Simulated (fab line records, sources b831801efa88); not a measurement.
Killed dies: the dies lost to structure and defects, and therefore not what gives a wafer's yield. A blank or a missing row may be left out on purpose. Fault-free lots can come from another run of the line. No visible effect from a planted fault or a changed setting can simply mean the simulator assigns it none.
fab line records	flow sky130
[record] lots = 7	wafers = 21	last_day = 47
route steps=708 shown DNWELL@41 PWDE@45 NWELL@57 PAD_OPEN@708
lots untouched by any fault: they come from a run of this same line in which no faults occurred
start_h: hours from the record's opening day to when the first of the lot's shown wafers began	wait_h: hours elapsed since this lot's preceding step	" same as the row above	L1.1+2: several wafers, shown together as one row	- value missing, or start not given	* or withheld: withheld	< > ~ a bound
route shown NAME@n: names a module that has steps shown in the file, with the first one's number in the route	usual: mean and standard deviation over wafers with no fault	same: alike in all rows	chamber/n: place in a boat	sites: readings site by site	_std_site: the standard deviation of these	_edge_site: the outer-site mean with the inner-site mean subtracted	radius_mm: how far each site lies from the wafer's centre	mask NAME#n: copy n	behind: the most recent tool/chamber to have shaped the wafer	hold: the reason the lot was held/the length of the hold in hours/how it ended	device: whichever transistor did not switch (one of n, p or np)	end of line: at the end of the route, the tests of the same wafers	step lacking rows: just its recipe	killed: at the first sort, the dies lost to defects and structure; wafer yield is something else	map: shows each die of a wafer: x if killed, . if not, _ if none is there
set.NAME: the run value of the setting; set.NAME@STEP: its run value at that earlier step	model.NAME: the simulator's own value behind a step, which no gauge read
lots seen at some steps along the route; tables by step, rows by wafer
services: a tool's chamber out of use, with start hour (start_h, from the record's first day; less than 0 if before it), hours out, and reason
[[steps]]
[step SKY_DNWELL_DEVELOP_06]
[recipe] wall_angle_deg = 90	developer = TMAH	develop_time_s = 60	dev_temp_c = 23
[step SKY_DNWELL_IMPLANT_07]
[recipe] species = P	energy_kev = withheld	dose_cm2 = withheld	tilt_deg = withheld
[step SKY_DNWELL_STRIP_08]
[recipe] chemistry = O2/N2	power_w = 1400	pressure_mtorr = 1500	platen_temp_c = withheld	o2_flow_sccm = 3000	n2_flow_sccm = 300	overash_fraction = 0.5
[usual] drypump_motor_current_A = 6.0/0.31	oes_product_au = 0.722/0.005	strip_time_to_endpoint_s = 36.91/0.095
lot.wafer	tool	chamber	start_h	wait_h	drypump_motor_current_A	oes_product_au	rf_hours_counter_h	strip_time_to_endpoint_s
L423.2	plasma_asher-03	0	56.88	0.1	6.4	0.728	36	37.03
L423.3	"	1	"	"	6.0	0.714	-	37.00
L423.4	"	0	"	"	6.4	0.716	-	37.02
L429.1	plasma_asher-01	0	83.21	0.1	6.4	0.717	41	36.75
L429.2	"	1	"	"	5.9	0.724	41	36.79
L429.6	"	0	"	"	6.4	0.728	-	36.77
L430.2	plasma_asher-01	1	103.31	0.1	5.9	0.724	43	36.88
L430.4	"	0	"	"	6.4	0.719	-	36.92
L430.5	"	0	"	"	6.4	0.729	-	36.94
L432.1	plasma_asher-01	1	104.47	0.1	5.9	0.719	43	36.87
L432.3	"	1	"	"	5.9	0.719	-	36.97
L432.5	"	1	"	"	5.9	0.730	-	36.88
L438.1	plasma_asher-03	0	142.06	0.1	6.4	0.718	45	36.88
L438.3	"	0	"	"	6.4	0.722	-	36.87
L438.4	"	1	"	"	6.0	0.723	-	36.84
L440.1	plasma_asher-01	0	147.71	0.1	6.4	0.735	47	36.87
L440.3	"	1	"	"	5.9	0.724	-	36.86
L440.6	"	0	"	"	6.4	0.723	-	36.79
L442.3	plasma_asher-03	1	152.80	0.1	6.0	0.714	-	36.91
L442.5	"	1	"	"	6.0	0.730	-	36.96
L442.6	"	0	"	"	6.4	0.716	-	36.90
[step SKY_DNWELL_TW_MEAS_09]
[usual] DNWELL_TW = 1116/6.5
lot.wafer	tool	chamber	start_h	wait_h	DNWELL_TW
L423.2	film_metro-04	-	56.99	0.1	1114
L423.3	"	-	"	"	1114
L423.4	"	-	"	"	1115
L429.1	film_metro-03	-	83.31	0.1	1107
L429.2	"	-	"	"	1110
L429.6	"	-	"	"	1107
L430.2	film_metro-03	-	103.42	0.1	1116
L430.4	"	-	"	"	1119
L430.5	"	-	"	"	1120
L432.1	film_metro-03	-	104.57	0.1	1105
L432.3	"	-	"	"	1104
L432.5	"	-	"	"	1114
L438.1	film_metro-02	-	142.16	0.1	1116
L438.3	"	-	"	"	1117
L438.4	"	-	"	"	1115
L440.1	film_metro-02	-	147.81	0.1	1112
L440.3	"	-	"	"	1111
L440.6	"	-	"	"	1113
L442.3	film_metro-04	-	152.88	0.1	1117
L442.5	"	-	"	"	1118
L442.6	"	-	"	"	1119
[step SKY_PWDE_DEHYDRATE_00]
[recipe] temp_c = 200	time_s = 60
[step SKY_PWDE_HMDS_01]
[recipe] prime_time_s = 60	prime_temp_c = 120
[step SKY_PWDE_COAT_02]
[recipe] spin_rpm = 2000	resist_thk_nm = 3000
[step SKY_PWDE_SOFTBAKE_03]
[recipe] temp_c = 110	time_s = withheld
[step SKY_PWDE_EXPOSE_04]
[recipe] mask_id = PWDEM	na = 0.6	source_shape = conventional	sigma_outer = 0.6	polarization = unpolarized	target_cd_nm = 840	dose_mj = 214
[step SKY_PWDE_PEB_05]
[recipe] temp_c = 115	time_s = withheld
[step SKY_PWDE_DEVELOP_06]
[recipe] wall_angle_deg = 90	developer = TMAH	develop_time_s = 60	dev_temp_c = 23
[step SKY_PWDE_OVL_MEAS_07]
[usual] PWDE_OVL = -1.2/1.5
lot.wafer	tool	chamber	start_h	wait_h	PWDE_OVL[nm]
L423.2	overlay-02	-	72.87	-	-1.3
L423.3	"	-	"	"	-0.8
L423.4	"	-	"	"	-2.6
L429.1	overlay-01	-	97.96	-	1.5
L429.2	"	-	"	"	-2.1
L429.6	"	-	"	"	-0.4
L430.2	overlay-01	-	120.88	-	-0.5
L430.4	"	-	"	"	-0.1
L430.5	"	-	"	"	-0.7
L432.1	overlay-01	-	121.56	-	-3.4
L432.3	"	-	"	"	-1.3
L432.5	"	-	"	"	1.1
L438.1	overlay-02	-	162.32	-	-0.8
L438.3	"	-	"	"	-2.5
L438.4	"	-	"	"	-1.5
L440.1	overlay-01	-	167.42	-	0.8
L440.3	"	-	"	"	0.0
L440.6	"	-	"	"	-1.9
L442.3	overlay-02	-	173.18	-	-0.2
L442.5	"	-	"	"	1.1
L442.6	"	-	"	"	0.2
[step SKY_PWDE_IMPLANT_08]
[recipe] species = B	energy_kev = 150	dose_cm2 = 3.6e+12	tilt_deg = withheld
[usual] dose_ions_cm2 = 3.6e+12/4e+09	end_station_pressure_torr = 5e-06/2.7e-07	faraday_current_uA = 20.2/0.41
lot.wafer	tool	chamber	start_h	wait_h	dose_ions_cm2	end_station_pressure_torr	faraday_current_uA
L423.2	implanter-02	0	72.92	0.0	3.602e+12	5.07e-06	19.9
L423.3	"	0	"	"	3.601e+12	5.06e-06	20.3
L423.4	"	0	"	"	3.601e+12	5.41e-06	20.7
L429.1	implanter-02	0	98.00	0.0	3.601e+12	4.69e-06	20.2
L429.2	"	0	"	"	3.603e+12	4.75e-06	19.7
L429.6	"	0	"	"	3.603e+12	5.08e-06	20.3
L430.2	implanter-01	0	120.93	0.0	3.607e+12	4.91e-06	19.6
L430.4	"	0	"	"	3.597e+12	4.78e-06	20.2
L430.5	"	0	"	"	3.6e+12	5.43e-06	20.0
L432.1	implanter-03	0	121.60	0.0	3.607e+12	4.88e-06	19.2
L432.3	"	0	"	"	3.602e+12	4.93e-06	20.2
L432.5	"	0	"	"	3.598e+12	4.54e-06	19.8
L438.1	implanter-01	0	162.36	0.0	4.538e+12	4.85e-06	25.7
L438.3	"	0	"	"	4.541e+12	5.03e-06	25.2
L438.4	"	0	"	"	4.535e+12	4.94e-06	25.0
L440.1	implanter-01	0	167.45	0.0	4.525e+12	5.06e-06	25.4
L440.3	"	0	"	"	4.53e+12	5.4e-06	25.4
L440.6	"	0	"	"	4.528e+12	5.55e-06	25.7
L442.3	implanter-01	0	173.25	0.1	4.53e+12	5.08e-06	25.7
L442.5	"	0	"	"	4.532e+12	4.7e-06	26.1
L442.6	"	0	"	"	4.53e+12	4.7e-06	25.2
[step SKY_PWDE_STRIP_09]
[recipe] chemistry = O2/N2	power_w = 1400	pressure_mtorr = 1500	platen_temp_c = withheld	o2_flow_sccm = 3000	n2_flow_sccm = 300	overash_fraction = 0.5
[usual] drypump_motor_current_A = 5.9/0.38	oes_product_au = 0.722/0.0045	strip_time_to_endpoint_s = 36.92/0.11
lot.wafer	tool	chamber	start_h	wait_h	drypump_motor_current_A	oes_product_au	rf_hours_counter_h	strip_time_to_endpoint_s
L423.2	plasma_asher-04	0	73.05	0.1	5.2	0.721	25	36.96
L423.3	"	0	"	"	5.3	0.729	-	36.91
L423.4	"	1	"	"	5.9	0.715	-	37.00
L429.1	plasma_asher-02	1	98.15	0.1	5.6	0.719	43	36.74
L429.2	"	0	"	"	5.8	0.726	43	36.82
L429.6	"	0	"	"	5.8	0.711	-	36.87
L430.2	plasma_asher-01	0	121.06	0.1	6.4	0.718	45	37.01
L430.4	"	0	"	"	6.4	0.727	-	37.02
L430.5	"	1	"	"	5.9	0.723	-	36.92
L432.1	plasma_asher-04	0	121.75	0.1	5.2	0.727	30	37.06
L432.3	"	1	"	"	5.9	0.724	-	36.99
L432.5	"	1	"	"	5.9	0.721	-	36.98
L438.1	plasma_asher-02	0	162.51	0.1	5.8	0.726	4	36.82
L438.3	"	0	"	"	5.8	0.718	-	37.02
L438.4	"	1	"	"	5.6	0.725	-	36.95
L440.1	plasma_asher-04	0	167.60	0.1	5.3	0.719	34	36.85
L440.3	"	0	"	"	5.3	0.718	-	36.93
L440.6	"	0	"	"	5.3	0.727	-	36.91
L442.3	plasma_asher-01	0	173.39	0.1	6.4	0.718	-	36.98
L442.5	"	0	"	"	6.4	0.722	-	36.90
L442.6	"	1	"	"	5.9	0.729	-	36.93
[step SKY_PWDE_TW_MEAS_10]
[usual] PWDE_TW = 375.3/1.6
lot.wafer	tool	chamber	start_h	wait_h	hold	PWDE_TW
L423.2	film_metro-04	-	73.16	0.1	-	377.0
L423.3	"	-	"	"	-	376.0
L423.4	"	-	"	"	-	377.3
L429.1	film_metro-04	-	98.28	0.1	-	377.6
L429.2	"	-	"	"	-	376.6
L429.6	"	-	"	"	-	377.4
L430.2	film_metro-04	-	121.17	0.1	-	373.3
L430.4	"	-	"	"	-	375.5
L430.5	"	-	"	"	-	375.6
L432.1	film_metro-02	-	121.85	0.1	-	373.2
L432.3	"	-	"	"	-	373.7
L432.5	"	-	"	"	-	375.5
L438.1	film_metro-04	-	162.61	0.1	await_dispo/0.2h/release	402.0
L438.3	"	-	"	"	await_dispo/0.2h/release	404.5
L438.4	"	-	"	"	await_dispo/0.2h/release	401.1
L438.1	film_metro-04	-	162.83	0.2	-	402.7
L438.3	"	-	"	"	-	401.6
L438.4	"	-	"	"	-	401.7
L440.1	film_metro-04	-	167.70	0.1	await_dispo/0.2h/release	401.7
L440.3	"	-	"	"	await_dispo/0.2h/release	402.9
L440.6	"	-	"	"	await_dispo/0.2h/release	403.3
L440.1	film_metro-04	-	168.00	0.3	-	400.4
L440.3	"	-	"	"	-	401.9
L440.6	"	-	"	"	-	403.2
L442.3	film_metro-02	-	173.47	0.1	await_dispo/0.2h/release	400.7
L442.5	"	-	"	"	await_dispo/0.2h/release	403.4
L442.6	"	-	"	"	await_dispo/0.2h/release	402.1
L442.3	film_metro-02	-	173.70	0.2	-	401.6
L442.5	"	-	"	"	-	402.7
L442.6	"	-	"	"	-	402.4
[step SKY_NWELL_HMDS_04]
[recipe] prime_time_s = 60	prime_temp_c = 120
[step SKY_NWELL_COAT_05]
[recipe] spin_rpm = 2000	resist_thk_nm = 3000
[step SKY_NWELL_SOFTBAKE_06]
[recipe] temp_c = 110	time_s = withheld
[step SKY_NWELL_EXPOSE_07]
[recipe] mask_id = NWM	na = 0.6	source_shape = conventional	sigma_outer = 0.6	polarization = unpolarized	target_cd_nm = 840	dose_mj = 255
[step SKY_NWELL_PEB_08]
[recipe] temp_c = 115	time_s = withheld
[step SKY_NWELL_DEVELOP_09]
[recipe] wall_angle_deg = 90	developer = TMAH	develop_time_s = 60	dev_temp_c = 23
[step SKY_NWELL_OVL_MEAS_10]
[usual] NWELL_00_OVL = -1.1/1.4
lot.wafer	tool	chamber	start_h	wait_h	NWELL_00_OVL[nm]
L423.2	overlay-02	-	88.63	-	0.8
L423.3	"	-	"	"	-0.3
L423.4	"	-	"	"	-0.5
L429.1	overlay-01	-	116.38	-	-1.0
L429.2	"	-	"	"	0.9
L429.6	"	-	"	"	-0.7
L430.2	overlay-01	-	139.52	-	0.5
L430.4	"	-	"	"	1.0
L430.5	"	-	"	"	0.9
L432.1	overlay-02	-	140.62	-	-0.1
L432.3	"	-	"	"	-2.4
L432.5	"	-	"	"	-1.1
L438.1	overlay-01	-	182.78	-	-1.5
L438.3	"	-	"	"	-1.2
L438.4	"	-	"	"	-1.2
L440.1	overlay-02	-	188.31	-	-0.5
L440.3	"	-	"	"	0.1
L440.6	"	-	"	"	-0.7
L442.3	overlay-02	-	194.32	-	-2.0
L442.5	"	-	"	"	-3.8
L442.6	"	-	"	"	-1.5
[step SKY_NWELL_IMPLANT_11]
[recipe] species = P	energy_kev = 400	dose_cm2 = 1.9e+13	tilt_deg = withheld
[step SKY_NWELL_IMPLANT_12]
[recipe] species = P	energy_kev = 120	dose_cm2 = 1.3e+12	tilt_deg = withheld
[step SKY_NWELL_IMPLANT_13]
[recipe] species = P	energy_kev = 50	dose_cm2 = 7e+11	tilt_deg = withheld
[step SKY_NWELL_STRIP_14]
[recipe] chemistry = O2/N2	power_w = 1400	pressure_mtorr = 1500	platen_temp_c = withheld	o2_flow_sccm = 3000	n2_flow_sccm = 300	overash_fraction = 0.5
[usual] drypump_motor_current_A = 5.9/0.37	oes_product_au = 0.722/0.0045	strip_time_to_endpoint_s = 36.94/0.1
lot.wafer	tool	chamber	start_h	wait_h	drypump_motor_current_A	oes_product_au	rf_hours_counter_h	strip_time_to_endpoint_s
L423.2	plasma_asher-03	1	89.11	0.1	6.0	0.719	39	37.05
L423.3	"	0	"	"	6.4	0.734	-	37.03
L423.4	"	1	"	"	6.0	0.724	-	37.01
L429.1	plasma_asher-04	1	116.87	0.1	5.8	0.715	29	36.93
L429.2	"	0	"	"	5.2	0.724	29	36.96
L429.6	"	0	"	"	5.2	0.721	-	36.91
L430.2	plasma_asher-04	1	140.00	0.1	5.8	0.719	31	36.89
L430.4	"	0	"	"	5.3	0.726	-	37.00
L430.5	"	1	"	"	5.8	0.717	-	36.87
L432.1	plasma_asher-02	1	141.11	0.1	5.6	0.722	2	36.92
L432.3	"	1	"	"	5.6	0.723	-	37.05
L432.5	"	1	"	"	5.6	0.724	-	36.99
L438.1	plasma_asher-04	0	183.27	0.1	5.3	0.724	36	36.75
L438.3	"	1	"	"	5.9	0.727	-	36.81
L438.4	"	0	"	"	5.2	0.717	-	36.86
L440.1	plasma_asher-04	0	188.80	0.1	5.3	0.724	36	36.86
L440.3	"	0	"	"	5.3	0.730	-	36.86
L440.6	"	1	"	"	5.8	0.716	-	36.92
L442.3	plasma_asher-04	1	194.83	0.1	5.9	0.716	-	37.12
L442.5	"	1	"	"	5.9	0.724	-	37.08
L442.6	"	0	"	"	5.3	0.724	-	37.05
[step SKY_NWELL_TW_MEAS_15]
[usual] NWELL_TW = 1826/8.6
lot.wafer	tool	chamber	start_h	wait_h	NWELL_TW
L423.2	film_metro-03	-	89.22	0.1	1830
L423.3	"	-	"	"	1819
L423.4	"	-	"	"	1823
L429.1	film_metro-04	-	116.97	0.1	1843
L429.2	"	-	"	"	1829
L429.6	"	-	"	"	1839
L430.2	film_metro-02	-	140.11	0.1	1821
L430.4	"	-	"	"	1818
L430.5	"	-	"	"	1812
L432.1	film_metro-03	-	141.21	0.1	1832
L432.3	"	-	"	"	1835
L432.5	"	-	"	"	1830
L438.1	film_metro-03	-	183.37	0.1	1835
L438.3	"	-	"	"	1833
L438.4	"	-	"	"	1836
L440.1	film_metro-03	-	188.90	0.1	1825
L440.3	"	-	"	"	1841
L440.6	"	-	"	"	1829
L442.3	film_metro-04	-	194.92	0.1	1831
L442.5	"	-	"	"	1834
L442.6	"	-	"	"	1828
[step SKY_NWELL_DEHYDRATE_16]
[recipe] temp_c = 200	time_s = 60
[step SKY_NWELL_HMDS_17]
[recipe] prime_time_s = 60	prime_temp_c = 120
[step SKY_NWELL_COAT_18]
[recipe] spin_rpm = 2000	resist_thk_nm = 3000
[step SKY_NWELL_SOFTBAKE_19]
[recipe] temp_c = 110	time_s = withheld
[step SKY_NWELL_EXPOSE_20]
[recipe] mask_id = NWM_COMPLEMENT	na = 0.6	source_shape = conventional	sigma_outer = 0.6	polarization = unpolarized	target_cd_nm = 840	dose_mj = 260
[step SKY_NWELL_PEB_21]
[recipe] temp_c = 115	time_s = withheld
[step SKY_NWELL_DEVELOP_22]
[recipe] wall_angle_deg = 90	developer = TMAH	develop_time_s = 60	dev_temp_c = 23
[step SKY_NWELL_OVL_MEAS_23]
[usual] NWELL_01_OVL = -0.2/1.3
lot.wafer	tool	chamber	start_h	wait_h	NWELL_01_OVL[nm]
L423.2	overlay-01	-	104.82	-	0.1
L423.3	"	-	"	"	0.2
L423.4	"	-	"	"	-0.6
L429.1	overlay-01	-	135.63	-	-0.6
L429.2	"	-	"	"	-1.3
L429.6	"	-	"	"	0.3
L430.2	overlay-01	-	159.63	-	1.6
L430.4	"	-	"	"	0.4
L430.5	"	-	"	"	-0.5
L432.1	overlay-02	-	160.68	-	-1.2
L432.3	"	-	"	"	-1.0
L432.5	"	-	"	"	-0.1
L438.1	overlay-02	-	204.87	-	0.5
L438.3	"	-	"	"	1.9
L438.4	"	-	"	"	2.3
L440.1	overlay-02	-	209.93	-	-1.1
L440.3	"	-	"	"	-1.4
L440.6	"	-	"	"	-2.5
L442.3	overlay-02	-	217.14	-	-0.7
L442.5	"	-	"	"	1.6
L442.6	"	-	"	"	0.1
[step SKY_NWELL_IMPLANT_24]
[recipe] species = B	energy_kev = 140	dose_cm2 = 9.2e+12	tilt_deg = withheld
[step SKY_NWELL_STRIP_25]
[recipe] chemistry = O2/N2	power_w = 1400	pressure_mtorr = 1500	platen_temp_c = withheld	o2_flow_sccm = 3000	n2_flow_sccm = 300	overash_fraction = 0.5
[usual] drypump_motor_current_A = 5.9/0.36	oes_product_au = 0.722/0.0045	strip_time_to_endpoint_s = 36.95/0.1
lot.wafer	tool	chamber	start_h	wait_h	drypump_motor_current_A	oes_product_au	rf_hours_counter_h	strip_time_to_endpoint_s
L423.2	plasma_asher-04	1	105.00	0.1	5.9	0.732	28	36.84
L423.3	"	1	"	"	5.8	0.730	-	36.91
L423.4	"	0	"	"	5.3	0.720	-	36.92
L429.1	plasma_asher-03	0	135.82	0.1	6.4	0.726	44	36.85
L429.2	"	1	"	"	6.0	0.729	44	36.81
L429.6	"	0	"	"	6.4	0.725	-	36.79
L430.2	plasma_asher-04	1	159.81	0.1	5.9	0.724	33	36.93
L430.4	"	0	"	"	5.3	0.719	-	36.91
L430.5	"	1	"	"	5.9	0.724	-	36.91
L432.1	plasma_asher-02	0	160.87	0.1	5.8	0.724	4	37.01
L432.3	"	1	"	"	5.6	0.717	-	37.14
L432.5	"	1	"	"	5.6	0.723	-	37.06
L438.1	plasma_asher-02	0	205.06	0.1	5.8	0.725	8	36.84
L438.3	"	1	"	"	5.6	0.730	-	36.90
L438.4	"	0	"	"	5.9	0.721	-	36.69
L440.1	plasma_asher-02	0	210.12	0.1	5.8	0.727	9	36.98
L440.3	"	1	"	"	5.6	0.714	-	36.92
L440.6	"	1	"	"	5.6	0.718	-	36.92
L442.3	plasma_asher-03	0	217.35	0.1	6.4	0.722	-	37.17
L442.5	"	1	"	"	6.0	0.717	-	37.10
L442.6	"	0	"	"	6.4	0.715	-	37.11
[step SKY_NWELL_TW_MEAS_26]
[usual] NWELL_2_TW = 497.7/2
lot.wafer	tool	chamber	start_h	wait_h	NWELL_2_TW
L423.2	film_metro-02	-	105.11	0.1	496.1
L423.3	"	-	"	"	493.9
L423.4	"	-	"	"	495.3
L429.1	film_metro-03	-	135.92	0.1	498.5
L429.2	"	-	"	"	496.1
L429.6	"	-	"	"	501.6
L430.2	film_metro-03	-	159.92	0.1	500.1
L430.4	"	-	"	"	497.1
L430.5	"	-	"	"	498.4
L432.1	film_metro-02	-	160.97	0.1	499.2
L432.3	"	-	"	"	498.6
L432.5	"	-	"	"	495.8
L438.1	film_metro-04	-	205.16	0.1	498.4
L438.3	"	-	"	"	498.4
L438.4	"	-	"	"	497.9
L440.1	film_metro-02	-	210.22	0.1	494.5
L440.3	"	-	"	"	496.5
L440.6	"	-	"	"	493.9
L442.3	film_metro-03	-	217.44	0.1	495.0
L442.5	"	-	"	"	497.9
L442.6	"	-	"	"	498.7
[step SKY_NWELL_CLEAN_27]
[recipe] chemistry = SC1/SC2	mix = 1:4:20	temp_c = 70	time_s = 150	dry = n2_spin
[step SKY_NWELL_RTA_28]
[recipe] temp_c = 1050	time_s = 30	idle_temp_c = 650	ramp_up_c_per_s = 150	ramp_down_c_per_s = 90	ambient = N2
[usual] lamp_power_pct = 25.31/0.062	wafer_temp_C_max = 1054.9/0.98
lot.wafer	tool	chamber	start_h	wait_h	lamp_power_pct	wafer_temp_C_max
L423.2	rtp_anneal-02	0	105.22	0.0	25.37	1052.8
L423.3	"	0	"	"	25.32	1056.0
L423.4	"	0	"	"	25.33	1055.9
L429.1	rtp_anneal-02	0	136.03	0.0	25.22	1053.8
L429.2	"	0	"	"	25.38	1055.6
L429.6	"	0	"	"	25.29	1055.0
L430.2	rtp_anneal-01	0	160.03	0.0	25.30	1054.4
L430.4	"	0	"	"	25.34	1056.3
L430.5	"	0	"	"	25.22	1055.0
L432.1	rtp_anneal-01	0	161.08	0.0	25.38	1055.4
L432.3	"	0	"	"	25.31	1055.5
L432.5	"	0	"	"	25.37	1056.6
L438.1	rtp_anneal-02	0	205.27	0.0	25.35	1053.6
L438.3	"	0	"	"	25.23	1055.2
L438.4	"	0	"	"	25.45	1055.3
L440.1	rtp_anneal-02	0	210.33	0.0	25.24	1055.4
L440.3	"	0	"	"	25.37	1053.4
L440.6	"	0	"	"	25.23	1054.0
L442.3	rtp_anneal-01	0	217.56	0.0	25.37	1056.2
L442.5	"	0	"	"	25.23	1054.4
L442.6	"	0	"	"	25.29	1055.8
[step SKY_NWELL_RS_MEAS_29]
[recipe] thk_meas_gauge = four-point-probe
[usual] NWELL_RS = 624.7/1.7
lot.wafer	tool	chamber	start_h	wait_h	NWELL_RS[ohm/sq]
L423.2	film_metro-03	-	105.33	0.1	623.3
L423.3	"	-	"	"	623.1
L423.4	"	-	"	"	622.6
L429.1	film_metro-04	-	136.13	0.1	625.7
L429.2	"	-	"	"	625.8
L429.6	"	-	"	"	624.6
L430.2	film_metro-04	-	160.14	0.1	624.5
L430.4	"	-	"	"	625.2
L430.5	"	-	"	"	623.8
L432.1	film_metro-04	-	161.18	0.1	625.0
L432.3	"	-	"	"	622.1
L432.5	"	-	"	"	623.2
L438.1	film_metro-04	-	205.37	0.1	626.1
L438.3	"	-	"	"	624.1
L438.4	"	-	"	"	621.8
L440.1	film_metro-04	-	210.43	0.1	620.9
L440.3	"	-	"	"	620.0
L440.6	"	-	"	"	622.2
L442.3	film_metro-04	-	217.67	0.1	624.3
L442.5	"	-	"	"	622.7
L442.6	"	-	"	"	623.6
[step SKY_NWELL_RS_MEAS_31]
[recipe] thk_meas_gauge = four-point-probe
[usual] PWDE_RS = 5267/19
lot.wafer	tool	chamber	start_h	wait_h	hold	PWDE_RS[ohm/sq]
L423.2	film_metro-03	-	105.57	0.1	-	5228
L423.3	"	-	"	"	-	5231
L423.4	"	-	"	"	-	5253
L429.1	film_metro-04	-	136.37	0.1	-	5252
L429.2	"	-	"	"	-	5256
L429.6	"	-	"	"	-	5279
L430.2	film_metro-04	-	160.38	0.1	-	5270
L430.4	"	-	"	"	-	5271
L430.5	"	-	"	"	-	5267
L432.1	film_metro-04	-	161.42	0.1	-	5295
L432.3	"	-	"	"	-	5268
L432.5	"	-	"	"	-	5294
L438.1	film_metro-04	-	205.61	0.1	await_dispo/0.2h/release	4405
L438.3	"	-	"	"	await_dispo/0.2h/release	4406
L438.4	"	-	"	"	await_dispo/0.2h/release	4393
L438.1	film_metro-04	-	205.90	0.3	-	4395
L438.3	"	-	"	"	-	4407
L438.4	"	-	"	"	-	4396
L440.1	film_metro-04	-	210.67	0.1	await_dispo/0.2h/release	4398
L440.3	"	-	"	"	await_dispo/0.2h/release	4404
L440.6	"	-	"	"	await_dispo/0.2h/release	4404
L440.1	film_metro-04	-	210.96	0.3	-	4396
L440.3	"	-	"	"	-	4405
L440.6	"	-	"	"	-	4402
L442.3	film_metro-04	-	217.91	0.1	await_dispo/0.2h/release	4391
L442.5	"	-	"	"	await_dispo/0.2h/release	4372
L442.6	"	-	"	"	await_dispo/0.2h/release	4384
L442.3	film_metro-04	-	218.20	0.3	-	4378
L442.5	"	-	"	"	-	4373
L442.6	"	-	"	"	-	4385
[step SKY_PAD_OPEN_PROBE_99]
[usual] defect_limited_yield = 82.3/2	killed_at_M0_to_M3 = 44/7.1	killed_at_M4_up = 3.3/1.8	killed_at_contacts = 24/5.1	killed_at_front_end = 16/4.7	killed_at_other = 0.3/0.52	killed_dies = 87/9.7	killed_open = 47/6.8	killed_short = 39/6.7	sort_bin_3_pad_short = 0.9/0.43	sort_bin_5_function = 10.4/1.4	sort_bin_6_memory = 6.4/1.2	sort_n_pass = 405/9.7	sort_yield_pct = 82.3/2
[same] gross_dies = 492	killed_at_back_side = 0	sort_bin_4_leakage[%] = 0	sort_bin_8_speed[%] = 0
lot.wafer	tool	chamber	start_h	wait_h	defect_limited_yield[%]	killed_at_M0_to_M3	killed_at_M4_up	killed_at_contacts	killed_at_front_end	killed_at_other	killed_dies	killed_open	killed_short	sort_bin_3_pad_short[%]	sort_bin_5_function[%]	sort_bin_6_memory[%]	sort_n_pass	sort_yield_pct[%]
L423.2	prober-02	-	1073.44	0.1	87.0	27	6	21	10	0	64	29	35	0.4	7.1	5.5	428	87.0
L423.3	prober-02	-	1073.49	0.2	84.6	47	4	17	8	0	76	42	34	0.8	8.5	6.1	416	84.6
L423.4	prober-02	-	1073.54	0.2	82.7	55	2	21	7	0	85	48	37	0.2	11.0	6.1	407	82.7
L430.2	prober-02	-	1122.33	0.1	83.1	37	4	27	15	0	83	43	40	0.2	10.0	6.7	409	83.1
L430.4	prober-02	-	1122.43	0.2	83.3	41	3	24	14	0	82	35	47	1.0	10.0	5.7	410	83.3
L430.5	prober-02	-	1122.48	0.2	83.1	41	5	26	11	0	83	51	32	0.2	10.2	6.5	409	83.1
// killed by level:class
L423.2 LOCAL_INTERCONNECT:geometric_particle:short=7 LI_CONTACT:geometric_particle:open=6 VIA1:geometric_particle:open=6 CONTACT:geometric_particle:open=5 VIA1:geometric_particle:short=5 METAL4:geometric_particle:short=5 POLY_GATE:geometric_particle:short=3 METAL2:geometric_particle:short=3
L423.3 VIA1:geometric_particle:open=11 CONTACT:geometric_particle:open=8 VIA1:geometric_particle:short=7 LOCAL_INTERCONNECT:geometric_particle:short=5 METAL2:geometric_particle:open=5 METAL2:geometric_particle:short=5 VIA2:geometric_particle:open=4 METAL3:geometric_particle:short=4
L423.4 VIA1:geometric_particle:open=13 VIA3:geometric_particle:open=11 VIA2:geometric_particle:open=8 CONTACT:geometric_particle:open=8 METAL1:geometric_particle:short=6 VIA1:geometric_particle:short=5 METAL2:geometric_particle:short=5 LI_CONTACT:geometric_particle:open=4
L430.2 VIA1:geometric_particle:open=11 METAL2:geometric_particle:short=9 CONTACT:geometric_particle:open=8 LI_CONTACT:geometric_particle:open=7 LI_CONTACT:geometric_particle:short=5 METAL1:geometric_particle:short=5 VIA2:geometric_particle:open=5 FIELD_ISO:geometric_particle:short=4
L430.4 CONTACT:geometric_particle:open=8 CONTACT:geometric_particle:short=7 VIA2:geometric_particle:open=6 METAL1:geometric_particle:short=6 VIA1:geometric_particle:short=5 POLY_GATE:geometric_particle:short=5 LOCAL_INTERCONNECT:geometric_particle:short=5 VIA1:geometric_particle:open=5
L430.5 LI_CONTACT:geometric_particle:open=10 CONTACT:geometric_particle:open=8 VIA1:geometric_particle:open=8 VIA3:geometric_particle:open=6 VIA1:geometric_particle:short=6 VIA2:geometric_particle:open=6 METAL1:geometric_particle:short=5 POLY_GATE:geometric_particle:open=4
[[services]]
tool	chamber	start_h	hours	kind
plasma_asher-04	-	55.72	8.7	repair
implanter-01	-	71.47	4.1	pm
implanter-03	-	92.49	5.2	repair
plasma_asher-02	-	108.75	9.0	pm
plasma_asher-02	0	108.75	9.0	vent_cycle
plasma_asher-02	1	108.75	9.0	vent_cycle
implanter-02	-	114.02	5.2	pm
plasma_asher-02	0	117.75	-	clean
plasma_asher-02	1	117.75	-	clean
implanter-03	-	141.82	4.9	pm
rtp_anneal-02	-	154.38	5.3	pm
rtp_anneal-02	-	159.74	1.5	pm
plasma_asher-01	-	167.51	2.8	pm
plasma_asher-02	-	179.24	2.8	pm
[[key]]
[first_sign] step = SKY_PWDE_IMPLANT_08	reading = dose_ions_cm2	direction = up	sigmas = 99+	usual = *	struck = *
[effect] step = SKY_PWDE_IMPLANT_08	reading = faraday_current_uA	direction = up	sigmas = 13	usual = 20.2	struck = 25.5
[effect] step = SKY_PWDE_TW_MEAS_10	reading = visit	direction = added
[effect] step = SKY_PWDE_TW_MEAS_10	reading = PWDE_TW	direction = up	sigmas = 17	usual = 375.3	struck = 402.4
[effect] step = SKY_NWELL_RS_MEAS_31	reading = PWDE_RS	direction = down	sigmas = 46	usual = 5267	struck = 4395
met_at SKY_PWDE_IMPLANT_08
struck_wafers L438.1,L438.3,L438.4,L440.1,L440.3,L440.6,L442.3,L442.5,L442.6
scrapped_behind SKY_NWELL_RS_MEAS_31 L438.1,L438.3,L438.4,L440.1,L440.3,L440.6,L442.3,L442.5,L442.6
onset_between 120.93 162.36
[fault] kind = process_parameter_drift	tool = implanter-01	chamber = -	onset_h = 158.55	steps = SKY_PWDE_IMPLANT_08	channel = dose_cm2	offset = *	shape = step	end_h = 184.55	acts_in = *	stated = *
